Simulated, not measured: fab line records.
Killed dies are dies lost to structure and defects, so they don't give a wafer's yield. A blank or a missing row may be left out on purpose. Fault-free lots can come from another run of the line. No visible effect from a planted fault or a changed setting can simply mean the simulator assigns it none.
A struck lot beside a sound one || flow sky130 || 16 steps out of a route of 708
Sound: wafers L471.2, L471.4, L471.6. Struck: wafer L482.6 (left out: L482.1, L482.4 of the same lot, which were not struck); the cause appears at the end.
Each step with rows lists, per side, the tool, then ch with its chambers, then its first start. Under that, the readings that differ: sound wafers || struck wafers || difference of the means || sigmas: that difference in standard deviations of wafers without a fault.
alike: same words and numbers on both sides, and readings whose means sit less than 2 such deviations apart. not compared: any withheld reading, any reading some wafer has no value for, any bound like >300 that may hide the same value, and any number with overlapping values for which the record gives no deviation.
Wherever a step has rows on one side only, a row that says differs or no value, or a row with sigmas, the two part there. Numbers that don't overlap but have no deviation are shown without sigmas and don't part them. Lack of a reading on every wafer of one side parts them only where that side has two or more wafers.

first, 2 steps without rows for these wafers: SKY_METAL3_PEB_11; SKY_METAL3_DEVELOP_12 (develop time 60 s).
SKY_METAL3_CD_MEAS_13: the cd target is 300 nm.
  sound on cdSem-01, day 40 05:46; struck on cdSem-01, day 42 23:40
  alike: cdNm
SKY_METAL3_OVL_MEAS_14:
  sound on overlay-01, day 40 05:52; struck on overlay-02, day 42 23:47
  alike: METAL3_OVL
SKY_METAL3_DESCUM_15: chemistry O2, time 8 s.
  sound on rieMetal-01 ch 0,1, day 40 05:54; struck on rieMetal-01 ch 1, day 42 23:49
  alike: drypumpMotorCurrentA, oesProductAu
  not compared: rfHoursCounterH
SKY_METAL3_ETCH_16: etches BARC in N2/H2, stops on SiO2, time 88.2 s, target depth 60 nm.
  sound on rieMetal-01 ch 0,1, day 40 05:56; struck on rieMetal-01 ch 1, day 42 23:51
{"reading": "throttleValvePct (%)", "sound": "13.195 13.220 13.197", "struck": 13.223, "difference": "+0.019", "sigmas": "+2"}
  alike: drypumpMotorCurrentA, oesProductAu
  not compared: rfHoursCounterH
SKY_METAL3_ETCH_17: etches SiO2 in C4F8/O2/Ar, stops on TiN, time 3.9 s, target depth 15 nm.
  sound on rieDiel-01 ch 1,3, day 40 06:02; struck on rieDiel-03 ch 3, day 42 23:57
  alike: oesProductAu
SKY_METAL3_METAL_ETCH_18: etches the open film in Cl2/BCl3, stops on SiO2, target depth 845 nm, time 183.1 s.
  sound on rieMetal-02 ch 0,1, day 40 06:03; struck on rieMetal-03 ch 1, day 42 23:58
{"reading": "drypumpMotorCurrentA (A)", "sound": "4.8 4.8 5.2", "struck": 5.9, "difference": "+1.0", "sigmas": "+3"}
  alike: oesProductAu, throttleValvePct
  not compared: rfHoursCounterH
SKY_METAL3_STRIP_19: strips in O2/N2.
  sound on plasmaAsher-01 ch 0,1, day 40 06:14; struck on plasmaAsher-02 ch 0, day 43 00:09
  alike: drypumpMotorCurrentA, oesProductAu, stripTimeToEndpointS
  not compared: rfHoursCounterH
then, 3 steps without rows for these wafers: SKY_METAL3_STRIP_20 (strips in post etch residue remover, time 1200 s); SKY_METAL3_CLEAN_21 (cleans in IPA, time 180 s); SKY_METAL3_CLEAN_22 (cleans in O3/DIW).
SKY_VIA3_HDPCVD_00: deposits SiO2, target thk 1635 nm, time 268.6 s.
  sound on hdpcvd-01 ch 0,1,2, day 40 06:50; struck on hdpcvd-01 ch 1, day 43 00:44
{"reading": "sih4FlowSccm (sccm)", "sound": "59.89 59.95 60.06", "struck": 47.82, "difference": -12.15, "sigmas": -71}
{"reading": "model.SiO2_of_VIA3_HDPCVD_00.thkNm (nm)", "sound": "1592 1611 1627", "struck": 1263, "difference": -347, "sigmas": ""}
SKY_VIA3_THK_MEAS_01:
  sound on filmMetro-02, day 40 07:01; struck on filmMetro-01, day 43 00:55
{"reading": "VIA3_HDPCVD_THK (nm)", "sound": "1592 1612 1627", "struck": 1264, "difference": -346, "sigmas": -19}
then, 2 steps without rows for these wafers: SKY_VIA3_CMP_02 (polishes SiO2); SKY_PAD_OPEN_PROBE_99.

WHERE THEY PART
First at SKY_METAL3_ETCH_16; last, within this record, at SKY_VIA3_THK_MEAS_01.

WHY: whatever the simulator had introduced
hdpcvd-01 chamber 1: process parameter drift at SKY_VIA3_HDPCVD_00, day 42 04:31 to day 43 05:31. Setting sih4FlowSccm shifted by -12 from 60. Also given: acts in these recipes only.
